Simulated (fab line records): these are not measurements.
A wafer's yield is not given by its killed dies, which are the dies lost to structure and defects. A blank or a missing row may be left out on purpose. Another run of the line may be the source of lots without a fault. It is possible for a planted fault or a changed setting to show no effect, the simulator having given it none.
Chamber matching + flow sky130 + SKY_VIA4_CMP_21 on cmp-01 has 4 sister chambers
The step polishes, stops on SiO2, t overpolish 25 s, target thk 0 nm. 8 wafers are shown with their chamber, then 12 later ones without.

## WAFERS PAIRED WITH THEIR CHAMBERS
| wafer  | chamber | time to endpoint s (s) | motor current A (A) |
|--------|---------|------------------------|---------------------|
| L075.5 | 2       | 118                    | 10.7                |
| L080.2 | 0       | 125                    | 11.7                |
| L083.1 | 3       | 131                    | 11.3                |
| L083.2 | 2       | 125                    | 10.4                |
| L083.5 | 0       | 121                    | 11.6                |
| L084.1 | 1       | 113                    | 11.6                |
| L084.3 | 3       | 132                    | 11.0                |
| L084.6 | 1       | 116                    | 11.8                |

## WAFERS MISSING THEIR CHAMBER
| wafer  | time to endpoint s (s) | motor current A (A) |
|--------|------------------------|---------------------|
| L087.3 | 114                    | 10.9                |
| L087.5 | 110                    | 11.4                |
| L087.6 | 131                    | 10.6                |
| L089.1 | 115                    | 11.3                |
| L089.2 | 125                    | 11.9                |
| L089.5 | 126                    | 11.9                |
| L093.2 | 122                    | 10.8                |
| L093.4 | 122                    | 11.3                |
| L093.5 | 113                    | 11.5                |
| L095.2 | 112                    | 11.5                |
| L095.4 | 125                    | 12.0                |
| L095.5 | 114                    | 12.0                |

## EACH ONE'S CHAMBER
| wafer  | from the rows above          | in truth |
|--------|------------------------------|----------|
| L087.3 | can't be placed: 2 or 1      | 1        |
| L087.5 | 1                            | 1        |
| L087.6 | can't be placed: 2 or 3      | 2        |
| L089.1 | can't be placed: 1 or 0      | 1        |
| L089.2 | 0                            | 0        |
| L089.5 | 0                            | 0        |
| L093.2 | 2                            | 2        |
| L093.4 | can't be placed: 0 or 3 or 1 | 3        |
| L093.5 | 1                            | 1        |
| L095.2 | 1                            | 1        |
| L095.4 | can't be placed: 0 or 1      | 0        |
| L095.5 | can't be placed: 1 or 0      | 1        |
Correctly placed: 6 of 12. These rows do not allow placing 6 (true chamber among the candidates in 6). Number placed wrongly: 0.
How it was worked out, from the rows above alone: a wafer's distance from a chamber is the root of the sum, over the readings, of the square of ((its reading less the chamber's mean) divided by the reading's scatter). If the next closest chamber is less than 2 further off than the closest, the wafer can't be placed; otherwise it belongs to the closest. The mean given for a chamber averages the wafers shown for that chamber. How the scatter is found: for the shown wafers, subtract from each reading the mean of its chamber, square and add these, divide the total by (wafers less chambers), then take the root.
